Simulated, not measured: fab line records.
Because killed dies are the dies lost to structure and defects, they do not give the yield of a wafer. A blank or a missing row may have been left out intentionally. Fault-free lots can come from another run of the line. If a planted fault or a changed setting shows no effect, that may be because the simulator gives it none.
fab line records :: flow sky130
[record]
  lots = 6
  wafers = 18
  last_day = 51
route steps=708 shown METAL2@491
lots that met no fault: from a run of the same line without faults
start_h: start of the lot's first displayed wafer, in hours after the record's first day :: wait_h: how many hours have passed since the lot's step before this one :: " identical to the entry in the row above :: L1.1+2: several wafers, shown together as one row :: - no value, or no start given :: * or withheld: withheld :: < > ~ a bound
route shown NAME@n: NAME is a module with steps in the file, n the number in the route of the first one :: usual: mean/standard deviation taken from wafers without a fault :: same: alike in all rows :: chamber/n: place in a boat :: sites: the reading at each site :: _std_site: the values' standard deviation :: _edge_site: the outer-site mean with the inner-site mean subtracted :: radius_mm: for every site, how far away it sits from the centre of the wafer :: mask NAME#n: copy n :: behind: the tool/chamber that last shaped the wafer :: hold: the reason the lot was held/the length of the hold in hours/how it ended :: device: names the non-switching transistor (n, p or np) :: end of line: tests of these same wafers at the route's end :: a step with no rows: only its recipe :: killed: not the wafer's yield, but the dies lost to structure and defects at the first sort :: map: a wafer's dies, marking killed ones x, the rest . and places with no die _
set.NAME: the setting that was run; set.NAME@STEP: the one run at that earlier step :: model.NAME: the simulator's own value behind a step, which no gauge read
a table for each step, a row for each wafer; lots at some steps of the route
[[steps]]
[step SKY_METAL2_HMDS_08]
[recipe]
  prime_time_s = 60
  prime_temp_c = 120
[step SKY_METAL2_COAT_09]
[recipe]
  resist = BARC
  temp_c = withheld
  time_s = withheld
  spin_rpm = 3000
  resist_thk_nm = 60
[step SKY_METAL2_COAT_10]
[recipe]
  resist = KrF-thick
  spin_rpm = 3000
  resist_thk_nm = 450
[step SKY_METAL2_SOFTBAKE_11]
[recipe]
  temp_c = 100
  time_s = 90
  resist = KrF-thick
[step SKY_METAL2_EXPOSE_12]
[recipe]
  mask_id = MM2
  na = 0.8
  source_shape = annular
  sigma_inner = 0.55
  sigma_outer = 0.85
  target_cd_nm = 140
  dose_mj = 28
[step SKY_METAL2_PEB_13]
[recipe]
  peb_temp_c = withheld
  peb_time_s = withheld
  resist = KrF-thick
[step SKY_METAL2_DEVELOP_14]
[recipe]
  develop_time_s = 60
  resist = KrF-thick
  dev_temp_c = 21
[step SKY_METAL2_CD_MEAS_15]
[recipe]
  target_cd_nm = 140
[usual]
  cd_nm = 140.4/1.6
lot.wafer: L321.2
tool: cd_sem-02
chamber: -
start_h: 942.44
wait_h: -
cd_nm: 138.5

lot.wafer: L321.3
tool: cd_sem-02
chamber: -
start_h: 942.44
wait_h: -
cd_nm: 138.9

lot.wafer: L321.6
tool: cd_sem-02
chamber: -
start_h: 942.44
wait_h: -
cd_nm: 138.8

lot.wafer: L324.3
tool: cd_sem-02
chamber: -
start_h: 955.82
wait_h: -
cd_nm: 139.9

lot.wafer: L324.4
tool: cd_sem-02
chamber: -
start_h: 955.82
wait_h: -
cd_nm: 140.1

lot.wafer: L324.6
tool: cd_sem-02
chamber: -
start_h: 955.82
wait_h: -
cd_nm: 140.7

lot.wafer: L327.2
tool: cd_sem-02
chamber: -
start_h: 967.94
wait_h: -
cd_nm: 142.8

lot.wafer: L327.3
tool: cd_sem-02
chamber: -
start_h: 967.94
wait_h: -
cd_nm: 141.1

lot.wafer: L327.4
tool: cd_sem-02
chamber: -
start_h: 967.94
wait_h: -
cd_nm: 141.2

lot.wafer: L328.1
tool: cd_sem-01
chamber: -
start_h: 968.98
wait_h: -
cd_nm: 142.1

lot.wafer: L328.5
tool: cd_sem-01
chamber: -
start_h: 968.98
wait_h: -
cd_nm: 142.1

lot.wafer: L328.6
tool: cd_sem-01
chamber: -
start_h: 968.98
wait_h: -
cd_nm: 139.9

lot.wafer: L330.2
tool: cd_sem-02
chamber: -
start_h: 989.95
wait_h: -
cd_nm: 142.1

lot.wafer: L330.3
tool: cd_sem-02
chamber: -
start_h: 989.95
wait_h: -
cd_nm: 141.0

lot.wafer: L330.6
tool: cd_sem-02
chamber: -
start_h: 989.95
wait_h: -
cd_nm: 142.5

lot.wafer: L332.2
tool: cd_sem-01
chamber: -
start_h: 1005.95
wait_h: -
cd_nm: 141.0

lot.wafer: L332.5
tool: cd_sem-01
chamber: -
start_h: 1005.95
wait_h: -
cd_nm: 139.7

lot.wafer: L332.6
tool: cd_sem-01
chamber: -
start_h: 1005.95
wait_h: -
cd_nm: 140.5
[step SKY_METAL2_OVL_MEAS_16]
[usual]
  METAL2_OVL = -2/6.1
lot.wafer: L321.2
tool: overlay-02
chamber: -
start_h: 942.55
wait_h: 0.1
METAL2_OVL[nm]: 3

lot.wafer: L321.3
tool: overlay-02
chamber: -
start_h: 942.55
wait_h: 0.1
METAL2_OVL[nm]: -5

lot.wafer: L321.6
tool: overlay-02
chamber: -
start_h: 942.55
wait_h: 0.1
METAL2_OVL[nm]: 4

lot.wafer: L324.3
tool: overlay-02
chamber: -
start_h: 955.91
wait_h: 0.1
METAL2_OVL[nm]: -11

lot.wafer: L324.4
tool: overlay-02
chamber: -
start_h: 955.91
wait_h: 0.1
METAL2_OVL[nm]: -13

lot.wafer: L324.6
tool: overlay-02
chamber: -
start_h: 955.91
wait_h: 0.1
METAL2_OVL[nm]: -12

lot.wafer: L327.2
tool: overlay-01
chamber: -
start_h: 968.05
wait_h: 0.1
METAL2_OVL[nm]: 2

lot.wafer: L327.3
tool: overlay-01
chamber: -
start_h: 968.05
wait_h: 0.1
METAL2_OVL[nm]: -9

lot.wafer: L327.4
tool: overlay-01
chamber: -
start_h: 968.05
wait_h: 0.1
METAL2_OVL[nm]: 5

lot.wafer: L328.1
tool: overlay-02
chamber: -
start_h: 969.10
wait_h: 0.1
METAL2_OVL[nm]: -4

lot.wafer: L328.5
tool: overlay-02
chamber: -
start_h: 969.10
wait_h: 0.1
METAL2_OVL[nm]: -1

lot.wafer: L328.6
tool: overlay-02
chamber: -
start_h: 969.10
wait_h: 0.1
METAL2_OVL[nm]: 0

lot.wafer: L330.2
tool: overlay-02
chamber: -
start_h: 990.06
wait_h: 0.1
METAL2_OVL[nm]: -5

lot.wafer: L330.3
tool: overlay-02
chamber: -
start_h: 990.06
wait_h: 0.1
METAL2_OVL[nm]: -5

lot.wafer: L330.6
tool: overlay-02
chamber: -
start_h: 990.06
wait_h: 0.1
METAL2_OVL[nm]: -6

lot.wafer: L332.2
tool: overlay-02
chamber: -
start_h: 1006.06
wait_h: 0.1
METAL2_OVL[nm]: 2

lot.wafer: L332.5
tool: overlay-02
chamber: -
start_h: 1006.06
wait_h: 0.1
METAL2_OVL[nm]: 5

lot.wafer: L332.6
tool: overlay-02
chamber: -
start_h: 1006.06
wait_h: 0.1
METAL2_OVL[nm]: 0
[step SKY_METAL2_DESCUM_17]
[recipe]
  chemistry = O2
  source_power_w = 150
  bias_power_w = 0
  pressure_mtorr = 10
  temp_c = 40
  time_s = 8
[usual]
  drypump_motor_current_A = 5.48/0.27
  oes_product_au = 1.001/0.016
lot.wafer: L321.2
tool: rie_metal-02
chamber: 0
start_h: 942.58
wait_h: 0.0
drypump_motor_current_A: 5.19
oes_product_au: 1.019
rf_hours_counter_h: 7

lot.wafer: L321.3
tool: rie_metal-02
chamber: 0
start_h: 942.58
wait_h: 0.0
drypump_motor_current_A: 5.20
oes_product_au: 1.009
rf_hours_counter_h: -

lot.wafer: L321.6
tool: rie_metal-02
chamber: 1
start_h: 942.58
wait_h: 0.0
drypump_motor_current_A: 5.70
oes_product_au: 1.015
rf_hours_counter_h: -

lot.wafer: L324.3
tool: rie_metal-02
chamber: 1
start_h: 955.95
wait_h: 0.0
drypump_motor_current_A: 5.72
oes_product_au: 1.025
rf_hours_counter_h: -

lot.wafer: L324.4
tool: rie_metal-02
chamber: 0
start_h: 955.95
wait_h: 0.0
drypump_motor_current_A: 5.23
oes_product_au: 1.021
rf_hours_counter_h: -

lot.wafer: L324.6
tool: rie_metal-02
chamber: 0
start_h: 955.95
wait_h: 0.0
drypump_motor_current_A: 5.20
oes_product_au: 1.018
rf_hours_counter_h: -

lot.wafer: L327.2
tool: rie_metal-02
chamber: 1
start_h: 968.08
wait_h: 0.0
drypump_motor_current_A: 5.69
oes_product_au: 1.021
rf_hours_counter_h: 15

lot.wafer: L327.3
tool: rie_metal-02
chamber: 0
start_h: 968.08
wait_h: 0.0
drypump_motor_current_A: 5.21
oes_product_au: 1.021
rf_hours_counter_h: -

lot.wafer: L327.4
tool: rie_metal-02
chamber: 1
start_h: 968.08
wait_h: 0.0
drypump_motor_current_A: 5.69
oes_product_au: 1.016
rf_hours_counter_h: -

lot.wafer: L328.1
tool: rie_metal-02
chamber: 1
start_h: 969.14
wait_h: 0.0
drypump_motor_current_A: 5.72
oes_product_au: 1.016
rf_hours_counter_h: 15

lot.wafer: L328.5
tool: rie_metal-02
chamber: 0
start_h: 969.14
wait_h: 0.0
drypump_motor_current_A: 5.22
oes_product_au: 1.014
rf_hours_counter_h: -

lot.wafer: L328.6
tool: rie_metal-02
chamber: 1
start_h: 969.14
wait_h: 0.0
drypump_motor_current_A: 5.70
oes_product_au: 1.012
rf_hours_counter_h: -

lot.wafer: L330.2
tool: rie_metal-01
chamber: 1
start_h: 990.09
wait_h: 0.0
drypump_motor_current_A: 5.26
oes_product_au: 0.980
rf_hours_counter_h: 20

lot.wafer: L330.3
tool: rie_metal-01
chamber: 1
start_h: 990.09
wait_h: 0.0
drypump_motor_current_A: 5.27
oes_product_au: 0.987
rf_hours_counter_h: -

lot.wafer: L330.6
tool: rie_metal-01
chamber: 1
start_h: 990.09
wait_h: 0.0
drypump_motor_current_A: 5.27
oes_product_au: 0.986
rf_hours_counter_h: -

lot.wafer: L332.2
tool: rie_metal-01
chamber: 0
start_h: 1006.09
wait_h: 0.0
drypump_motor_current_A: 5.71
oes_product_au: 0.989
rf_hours_counter_h: 14

lot.wafer: L332.5
tool: rie_metal-01
chamber: 1
start_h: 1006.09
wait_h: 0.0
drypump_motor_current_A: 5.28
oes_product_au: 0.983
rf_hours_counter_h: -

lot.wafer: L332.6
tool: rie_metal-01
chamber: 0
start_h: 1006.09
wait_h: 0.0
drypump_motor_current_A: 5.72
oes_product_au: 0.982
rf_hours_counter_h: -
[step SKY_METAL2_ETCH_18]
[recipe]
  chemistry = N2/H2
  target = BARC
  ion_energy_ev = 200
  bias_w = 100
  pressure_mtorr = 30
  n2_flow_sccm = 100
  h2_flow_sccm = 200
  icp_w = 500
  stop_on = SiO2
  time_s = 45.9
  target_depth_a = 600
[usual]
  drypump_motor_current_A = 5.49/0.27
  oes_product_au = 0.856/0.0052
  throttle_valve_pct = 13.225/0.0092
lot.wafer: L321.2
tool: rie_metal-02
chamber: 0
start_h: 942.61
wait_h: 0.0
drypump_motor_current_A: 5.24
oes_product_au: 0.852
rf_hours_counter_h: 7
throttle_valve_pct: 13.232

lot.wafer: L321.3
tool: rie_metal-02
chamber: 0
start_h: 942.61
wait_h: 0.0
drypump_motor_current_A: 5.24
oes_product_au: 0.856
rf_hours_counter_h: -
throttle_valve_pct: 13.225

lot.wafer: L321.6
tool: rie_metal-02
chamber: 1
start_h: 942.61
wait_h: 0.0
drypump_motor_current_A: 5.71
oes_product_au: 0.856
rf_hours_counter_h: -
throttle_valve_pct: 13.228

lot.wafer: L324.3
tool: rie_metal-02
chamber: 1
start_h: 955.99
wait_h: 0.0
drypump_motor_current_A: 5.73
oes_product_au: 0.858
rf_hours_counter_h: -
throttle_valve_pct: 13.209

lot.wafer: L324.4
tool: rie_metal-02
chamber: 0
start_h: 955.99
wait_h: 0.0
drypump_motor_current_A: 5.24
oes_product_au: 0.855
rf_hours_counter_h: -
throttle_valve_pct: 13.214

lot.wafer: L324.6
tool: rie_metal-02
chamber: 0
start_h: 955.99
wait_h: 0.0
drypump_motor_current_A: 5.25
oes_product_au: 0.858
rf_hours_counter_h: -
throttle_valve_pct: 13.218

lot.wafer: L327.2
tool: rie_metal-02
chamber: 1
start_h: 968.11
wait_h: 0.0
drypump_motor_current_A: 5.72
oes_product_au: 0.870
rf_hours_counter_h: 15
throttle_valve_pct: 13.212

lot.wafer: L327.3
tool: rie_metal-02
chamber: 0
start_h: 968.11
wait_h: 0.0
drypump_motor_current_A: 5.21
oes_product_au: 0.859
rf_hours_counter_h: -
throttle_valve_pct: 13.230

lot.wafer: L327.4
tool: rie_metal-02
chamber: 1
start_h: 968.11
wait_h: 0.0
drypump_motor_current_A: 5.72
oes_product_au: 0.857
rf_hours_counter_h: -
throttle_valve_pct: 13.234

lot.wafer: L328.1
tool: rie_metal-02
chamber: 1
start_h: 969.17
wait_h: 0.0
drypump_motor_current_A: 5.71
oes_product_au: 0.860
rf_hours_counter_h: 15
throttle_valve_pct: 13.219

lot.wafer: L328.5
tool: rie_metal-02
chamber: 0
start_h: 969.17
wait_h: 0.0
drypump_motor_current_A: 5.22
oes_product_au: 0.864
rf_hours_counter_h: -
throttle_valve_pct: 13.233

lot.wafer: L328.6
tool: rie_metal-02
chamber: 1
start_h: 969.17
wait_h: 0.0
drypump_motor_current_A: 5.73
oes_product_au: 0.858
rf_hours_counter_h: -
throttle_valve_pct: 13.228

lot.wafer: L330.2
tool: rie_metal-01
chamber: 1
start_h: 990.12
wait_h: 0.0
drypump_motor_current_A: 5.28
oes_product_au: 0.851
rf_hours_counter_h: 20
throttle_valve_pct: 13.221

lot.wafer: L330.3
tool: rie_metal-01
chamber: 1
start_h: 990.12
wait_h: 0.0
drypump_motor_current_A: 5.29
oes_product_au: 0.858
rf_hours_counter_h: -
throttle_valve_pct: 13.240

lot.wafer: L330.6
tool: rie_metal-01
chamber: 1
start_h: 990.12
wait_h: 0.0
drypump_motor_current_A: 5.28
oes_product_au: 0.852
rf_hours_counter_h: -
throttle_valve_pct: 13.226

lot.wafer: L332.2
tool: rie_metal-01
chamber: 0
start_h: 1006.12
wait_h: 0.0
drypump_motor_current_A: 5.73
oes_product_au: 0.850
rf_hours_counter_h: 14
throttle_valve_pct: 13.240

lot.wafer: L332.5
tool: rie_metal-01
chamber: 1
start_h: 1006.12
wait_h: 0.0
drypump_motor_current_A: 5.28
oes_product_au: 0.857
rf_hours_counter_h: -
throttle_valve_pct: 13.238

lot.wafer: L332.6
tool: rie_metal-01
chamber: 0
start_h: 1006.12
wait_h: 0.0
drypump_motor_current_A: 5.76
oes_product_au: 0.860
rf_hours_counter_h: -
throttle_valve_pct: 13.215
[step SKY_METAL2_METAL_ETCH_19]
[recipe]
  target_depth_a = 3600
  stop_on = SiO2
  over_etch_frac = 0.3
  time_s = 78
  chemistry = Cl2/BCl3
  resist_sidewall_deg = 88
  pressure_mtorr = 10
  icp_w = 900
  bias_w = 48.5
  Cl2_flow_sccm = 60
  bcl3_flow_sccm = 30
[usual]
  drypump_motor_current_A = 5.48/0.27
  oes_product_au = 0.854/0.0066
  throttle_valve_pct = 22.264/0.009
lot.wafer: L321.2
tool: rie_metal-02
chamber: 0
start_h: 942.67
wait_h: 0.0
drypump_motor_current_A: 5.22
oes_product_au: 0.850
rf_hours_counter_h: 7
throttle_valve_pct: 22.251

lot.wafer: L321.3
tool: rie_metal-02
chamber: 0
start_h: 942.67
wait_h: 0.0
drypump_motor_current_A: 5.22
oes_product_au: 0.860
rf_hours_counter_h: -
throttle_valve_pct: 22.268

lot.wafer: L321.6
tool: rie_metal-02
chamber: 1
start_h: 942.67
wait_h: 0.0
drypump_motor_current_A: 5.72
oes_product_au: 0.850
rf_hours_counter_h: -
throttle_valve_pct: 22.259

lot.wafer: L324.3
tool: rie_metal-02
chamber: 1
start_h: 956.06
wait_h: 0.1
drypump_motor_current_A: 5.70
oes_product_au: 0.849
rf_hours_counter_h: -
throttle_valve_pct: 22.268

lot.wafer: L324.4
tool: rie_metal-02
chamber: 0
start_h: 956.06
wait_h: 0.1
drypump_motor_current_A: 5.21
oes_product_au: 0.855
rf_hours_counter_h: -
throttle_valve_pct: 22.273

lot.wafer: L324.6
tool: rie_metal-02
chamber: 0
start_h: 956.06
wait_h: 0.1
drypump_motor_current_A: 5.22
oes_product_au: 0.852
rf_hours_counter_h: -
throttle_valve_pct: 22.259

lot.wafer: L327.2
tool: rie_metal-02
chamber: 1
start_h: 968.17
wait_h: 0.0
drypump_motor_current_A: 5.74
oes_product_au: 0.847
rf_hours_counter_h: 15
throttle_valve_pct: 22.259

lot.wafer: L327.3
tool: rie_metal-02
chamber: 0
start_h: 968.17
wait_h: 0.0
drypump_motor_current_A: 5.22
oes_product_au: 0.841
rf_hours_counter_h: -
throttle_valve_pct: 22.264

lot.wafer: L327.4
tool: rie_metal-02
chamber: 1
start_h: 968.17
wait_h: 0.0
drypump_motor_current_A: 5.70
oes_product_au: 0.858
rf_hours_counter_h: -
throttle_valve_pct: 22.263

lot.wafer: L328.1
tool: rie_metal-02
chamber: 1
start_h: 969.23
wait_h: 0.0
drypump_motor_current_A: 5.70
oes_product_au: 0.856
rf_hours_counter_h: 15
throttle_valve_pct: 22.273

lot.wafer: L328.5
tool: rie_metal-02
chamber: 0
start_h: 969.23
wait_h: 0.0
drypump_motor_current_A: 5.21
oes_product_au: 0.860
rf_hours_counter_h: -
throttle_valve_pct: 22.275

lot.wafer: L328.6
tool: rie_metal-02
chamber: 1
start_h: 969.23
wait_h: 0.0
drypump_motor_current_A: 5.71
oes_product_au: 0.857
rf_hours_counter_h: -
throttle_valve_pct: 22.270

lot.wafer: L330.2
tool: rie_metal-01
chamber: 1
start_h: 990.18
wait_h: 0.0
drypump_motor_current_A: 5.25
oes_product_au: 0.859
rf_hours_counter_h: 20
throttle_valve_pct: 22.261

lot.wafer: L330.3
tool: rie_metal-01
chamber: 1
start_h: 990.18
wait_h: 0.0
drypump_motor_current_A: 5.26
oes_product_au: 0.863
rf_hours_counter_h: -
throttle_valve_pct: 22.266

lot.wafer: L330.6
tool: rie_metal-01
chamber: 1
start_h: 990.18
wait_h: 0.0
drypump_motor_current_A: 5.26
oes_product_au: 0.847
rf_hours_counter_h: -
throttle_valve_pct: 22.268

lot.wafer: L332.2
tool: rie_metal-01
chamber: 0
start_h: 1006.18
wait_h: 0.0
drypump_motor_current_A: 5.75
oes_product_au: 0.853
rf_hours_counter_h: 14
throttle_valve_pct: 22.255

lot.wafer: L332.5
tool: rie_metal-01
chamber: 1
start_h: 1006.18
wait_h: 0.0
drypump_motor_current_A: 5.27
oes_product_au: 0.861
rf_hours_counter_h: -
throttle_valve_pct: 22.254

lot.wafer: L332.6
tool: rie_metal-01
chamber: 0
start_h: 1006.18
wait_h: 0.0
drypump_motor_current_A: 5.73
oes_product_au: 0.851
rf_hours_counter_h: -
throttle_valve_pct: 22.266
[step SKY_METAL2_STRIP_20]
[recipe]
  chemistry = O2/N2
  power_w = 1400
  pressure_mtorr = 1500
  platen_temp_c = withheld
  o2_flow_sccm = 3000
  n2_flow_sccm = 300
  overash_fraction = 0.5
[usual]
  chamber_pressure_mTorr = 1499.9/1.3
  drypump_motor_current_A = 5.8/0.53
  oes_product_au = 0.343/0.0058
  strip_time_to_endpoint_s = 2.70/0.077
lot.wafer: L321.2
tool: plasma_asher-04
chamber: 1
start_h: 942.76
wait_h: 0.1
chamber_pressure_mTorr: 1500.0
drypump_motor_current_A: 6.0
oes_product_au: 0.340
rf_hours_counter_h: 53
strip_time_to_endpoint_s: 2.65
model.KrF-thick_of_METAL2_COAT_10.thk_nm: 0

lot.wafer: L321.3
tool: plasma_asher-04
chamber: 1
start_h: 942.76
wait_h: 0.1
chamber_pressure_mTorr: 1499.1
drypump_motor_current_A: 6.1
oes_product_au: 0.334
rf_hours_counter_h: -
strip_time_to_endpoint_s: 2.62
model.KrF-thick_of_METAL2_COAT_10.thk_nm: 0

lot.wafer: L321.6
tool: plasma_asher-04
chamber: 0
start_h: 942.76
wait_h: 0.1
chamber_pressure_mTorr: 1499.5
drypump_motor_current_A: 6.3
oes_product_au: 0.335
rf_hours_counter_h: -
strip_time_to_endpoint_s: 2.65
model.KrF-thick_of_METAL2_COAT_10.thk_nm: 0

lot.wafer: L324.3
tool: plasma_asher-01
chamber: 1
start_h: 956.16
wait_h: 0.1
chamber_pressure_mTorr: 1499.7
drypump_motor_current_A: 6.4
oes_product_au: 0.336
rf_hours_counter_h: -
strip_time_to_endpoint_s: 2.62
model.KrF-thick_of_METAL2_COAT_10.thk_nm: 0

lot.wafer: L324.4
tool: plasma_asher-01
chamber: 0
start_h: 956.16
wait_h: 0.1
chamber_pressure_mTorr: 1501.3
drypump_motor_current_A: 5.3
oes_product_au: 0.340
rf_hours_counter_h: -
strip_time_to_endpoint_s: 2.63
model.KrF-thick_of_METAL2_COAT_10.thk_nm: 0

lot.wafer: L324.6
tool: plasma_asher-01
chamber: 0
start_h: 956.16
wait_h: 0.1
chamber_pressure_mTorr: 1498.6
drypump_motor_current_A: 5.3
oes_product_au: 0.341
rf_hours_counter_h: -
strip_time_to_endpoint_s: 2.63
model.KrF-thick_of_METAL2_COAT_10.thk_nm: 0

lot.wafer: L327.2
tool: plasma_asher-01
chamber: 0
start_h: 968.26
wait_h: 0.1
chamber_pressure_mTorr: -
drypump_motor_current_A: -
oes_product_au: -
rf_hours_counter_h: -
strip_time_to_endpoint_s: -
model.KrF-thick_of_METAL2_COAT_10.thk_nm: 151.9

lot.wafer: L327.3
tool: plasma_asher-01
chamber: 0
start_h: 968.26
wait_h: 0.1
chamber_pressure_mTorr: -
drypump_motor_current_A: -
oes_product_au: -
rf_hours_counter_h: -
strip_time_to_endpoint_s: -
model.KrF-thick_of_METAL2_COAT_10.thk_nm: 151.1

lot.wafer: L327.4
tool: plasma_asher-01
chamber: 1
start_h: 968.26
wait_h: 0.1
chamber_pressure_mTorr: -
drypump_motor_current_A: -
oes_product_au: -
rf_hours_counter_h: -
strip_time_to_endpoint_s: -
model.KrF-thick_of_METAL2_COAT_10.thk_nm: 152.6

lot.wafer: L328.1
tool: plasma_asher-01
chamber: 1
start_h: 969.32
wait_h: 0.1
chamber_pressure_mTorr: -
drypump_motor_current_A: -
oes_product_au: -
rf_hours_counter_h: -
strip_time_to_endpoint_s: -
model.KrF-thick_of_METAL2_COAT_10.thk_nm: 153.9

lot.wafer: L328.5
tool: plasma_asher-01
chamber: 1
start_h: 969.32
wait_h: 0.1
chamber_pressure_mTorr: -
drypump_motor_current_A: -
oes_product_au: -
rf_hours_counter_h: -
strip_time_to_endpoint_s: -
model.KrF-thick_of_METAL2_COAT_10.thk_nm: 148.5

lot.wafer: L328.6
tool: plasma_asher-01
chamber: 0
start_h: 969.32
wait_h: 0.1
chamber_pressure_mTorr: -
drypump_motor_current_A: -
oes_product_au: -
rf_hours_counter_h: -
strip_time_to_endpoint_s: -
model.KrF-thick_of_METAL2_COAT_10.thk_nm: 151.4

lot.wafer: L330.2
tool: plasma_asher-01
chamber: 1
start_h: 990.27
wait_h: 0.1
chamber_pressure_mTorr: 1499.8
drypump_motor_current_A: 6.4
oes_product_au: 0.350
rf_hours_counter_h: 113
strip_time_to_endpoint_s: 2.83
model.KrF-thick_of_METAL2_COAT_10.thk_nm: 0

lot.wafer: L330.3
tool: plasma_asher-01
chamber: 1
start_h: 990.27
wait_h: 0.1
chamber_pressure_mTorr: 1501.6
drypump_motor_current_A: 6.3
oes_product_au: 0.349
rf_hours_counter_h: -
strip_time_to_endpoint_s: 2.84
model.KrF-thick_of_METAL2_COAT_10.thk_nm: 0

lot.wafer: L330.6
tool: plasma_asher-01
chamber: 0
start_h: 990.27
wait_h: 0.1
chamber_pressure_mTorr: 1497.5
drypump_motor_current_A: 5.2
oes_product_au: 0.347
rf_hours_counter_h: -
strip_time_to_endpoint_s: 2.84
model.KrF-thick_of_METAL2_COAT_10.thk_nm: 0

lot.wafer: L332.2
tool: plasma_asher-01
chamber: 1
start_h: 1006.27
wait_h: 0.1
chamber_pressure_mTorr: 1498.4
drypump_motor_current_A: 6.4
oes_product_au: 0.346
rf_hours_counter_h: 115
strip_time_to_endpoint_s: 2.75
model.KrF-thick_of_METAL2_COAT_10.thk_nm: 0

lot.wafer: L332.5
tool: plasma_asher-01
chamber: 1
start_h: 1006.27
wait_h: 0.1
chamber_pressure_mTorr: 1499.5
drypump_motor_current_A: 6.4
oes_product_au: 0.350
rf_hours_counter_h: -
strip_time_to_endpoint_s: 2.79
model.KrF-thick_of_METAL2_COAT_10.thk_nm: 0

lot.wafer: L332.6
tool: plasma_asher-01
chamber: 0
start_h: 1006.27
wait_h: 0.1
chamber_pressure_mTorr: 1499.8
drypump_motor_current_A: 5.3
oes_product_au: 0.340
rf_hours_counter_h: -
strip_time_to_endpoint_s: 2.76
model.KrF-thick_of_METAL2_COAT_10.thk_nm: 0
[step SKY_METAL2_STRIP_21]
[recipe]
  chemistry = post_etch_residue_remover
  time_s = 1200
  temp_c = 72.5
[[key]]
[first_sign]
  step = SKY_METAL2_STRIP_20
  reading = tool_record
  direction = missing
effect none on later readings
[model_effect]
  step = SKY_METAL2_STRIP_20
  value = KrF-thick_of_METAL2_COAT_10.thk_nm
  without = 0
  struck = 151.6
met_at SKY_METAL2_STRIP_20
struck_wafers L327.2,L327.3,L327.4,L328.1,L328.5,L328.6
later_rows_left_out L327.2,L327.3,L327.4,L328.1,L328.5,L328.6
sort_left_out L327.2,L327.3,L327.4,L328.1,L328.5,L328.6
tester_left_out L327
onset_between 956.16 968.26
[earlier_fault]
  kind = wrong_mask
  tool = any
  chamber = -
  onset_h = 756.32
  steps = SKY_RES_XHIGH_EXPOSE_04
  aux_copy = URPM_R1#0
  cd_offset_nm = 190
  scope = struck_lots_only
[fault]
  kind = skipped_step_whole
  tool = plasma_asher-01
  chamber = -
  onset_h = 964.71
  steps = SKY_METAL2_STRIP_20
  scope = struck_lots_only
// tester_left_out: of these lots the tester's yield and bins aren't shown, on N5 and GAA mostly nor the transistor test; their killed dies are dies lost to structure and defects alone, not to doping, threshold or leakage, so they don't give the yield
// sort_left_out: the simulated sort isn't trusted on such a fault, so these wafers' sort isn't shown, and their yield isn't known
// later_rows_left_out: the simulator's readings of these wafers behind a module that went badly wrong aren't trusted and aren't shown, but for the sort
